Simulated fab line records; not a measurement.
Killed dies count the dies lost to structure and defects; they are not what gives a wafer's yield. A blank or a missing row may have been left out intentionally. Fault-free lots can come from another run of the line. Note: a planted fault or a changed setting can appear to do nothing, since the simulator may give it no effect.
Struck lot and sound lot, side by side -- flow sky130 -- 15 out of 708 route steps
Sound: these wafers, L189.3, L189.4, L189.6. Struck: wafers L193.1, L193.3, L193.4. Last of all comes the cause.
Order at every step that has rows: each side's tool, ch and its chambers, its first start. Under that, the readings that differ: sound wafers -- struck wafers -- difference of the means -- sigmas: that difference in standard deviations of wafers without a fault.
alike: words and numbers the same on both sides, and readings whose means are apart by under 2 such deviations; not compared: readings that were withheld, readings missing a value for some wafer, numbers with overlapping values and no deviation given by the record, and bounds like >300 which may hide the same value.
A row with sigmas, a row that says differs or no value, or rows on one side alone: a step with any of these is where the two part. When numbers do not overlap yet have no deviation, they are printed without sigmas and do not part them. Lack of a reading on every wafer of one side parts them only where that side has two or more wafers.

first, 8 steps without rows for these wafers: SKY_METAL3_DEHYDRATE_05 (time 60 s); SKY_METAL3_HMDS_06 (prime time 60 s); SKY_METAL3_COAT_07 (resist thk 60 nm); SKY_METAL3_COAT_08 (resist thk 1140 nm); SKY_METAL3_SOFTBAKE_09 (time 90 s); SKY_METAL3_EXPOSE_10 (exposes mask MM3, target cd 300 nm); SKY_METAL3_PEB_11; SKY_METAL3_DEVELOP_12 (develop time 60 s).
SKY_METAL3_CD_MEAS_13: target cd 300 nm.
  struck on cd-sem-01, day 41 01:26; sound on cd-sem-02, day 39 13:18
  alike: cd-nm
SKY_METAL3_OVL_MEAS_14:
  struck on overlay-01, day 41 01:34; sound on overlay-02, day 39 13:23
  alike: METAL3_OVL
SKY_METAL3_DESCUM_15: chemistry O2, time 8 s.
  sound on rie-metal-01 ch 0,1, day 39 13:25; struck on rie-metal-01 ch 0,1, day 41 01:35
  alike: drypump-motor-current-A, oes-product-au
  not compared: rf-hours-counter-h
SKY_METAL3_ETCH_16: etches BARC in N2/H2, stops on SiO2, time 88.2 s, target depth 60 nm.
  sound on rie-metal-01 ch 0,1, day 39 13:29; struck on rie-metal-01 ch 0,1, day 41 01:37
reading,sound,struck,difference,sigmas
bias-w (W),100.1 100.2 99.7,99.4 99.3 99.2,-0.7,-2
  alike: chamber-pressure-mTorr, drypump-motor-current-A, oes-product-au, throttle-valve-pct
  not compared: rf-hours-counter-h
SKY_METAL3_ETCH_17: etches SiO2 in C4F8/O2/Ar, stops on TiN, time 3.9 s, target depth 15 nm.
  sound on rie-diel-03 ch 0,1,2, day 39 13:32; struck on rie-diel-03 ch 0,1,3, day 41 01:43
  no value came back on the struck wafers for bias-w (W), chamber-pressure-mTorr (mTorr), oes-product-au (a.u.); on the sound wafers bias-w (W) reads 1199 1199 1201
  not compared: rf-hours-counter-h
SKY_METAL3_METAL_ETCH_18: etches the open film in Cl2/BCl3, stops on SiO2, target depth 845 nm, time 183.1 s.
  sound on rie-metal-02 ch 0,1, day 39 13:37; struck on rie-metal-02 ch 0,1, day 41 01:44
  alike: bcl3-flow-sccm, bias-w, drypump-motor-current-A, mfc-cl2-sccm, oes-product-au, throttle-valve-pct
  not compared: rf-hours-counter-h
-- the record jumps here: 7 days lie between the struck wafers' starts before and after (it left off in module METAL3 and takes up again in module PAD_OPEN, whose first step shown is number 708 of the route) --
SKY_PAD_OPEN_PROBE_99:
  struck on prober-02, day 47 21:16; sound on prober-02, day 46 16:56
reading,sound,struck,difference,sigmas
defect-limited-yield (%),82.1 81.9 81.1,0 0 0,-82,-43
killed_at_M0_to_M3,38 44 41,447 463 451,+413,+57
killed-at-contacts,36 27 27,21 15 16,-13,-2
killed-dies,88 89 93,492 492 492,+402,+43
killed-on-rim,18 17 18,96 96 96,+78,+21
sort_bin_5_function (%),10.8 11.2 12.6,92.9 93.5 90.2,+80.7,+58
sort-n-pass,404 403 399,0 0 0,-402,-43
sort-yield-pct (%),82.1 81.9 81.1,0 0 0,-82,-43
  alike: killed_at_M4_up, killed-at-front-end, killed-at-other, killed-open, killed-short, sort_bin_3_pad_short, sort_bin_6_memory

## WHERE THEY PART
Last at SKY_PAD_OPEN_PROBE_99 as far as this record goes, first at SKY_METAL3_ETCH_16.

WHY: whatever the simulator had introduced
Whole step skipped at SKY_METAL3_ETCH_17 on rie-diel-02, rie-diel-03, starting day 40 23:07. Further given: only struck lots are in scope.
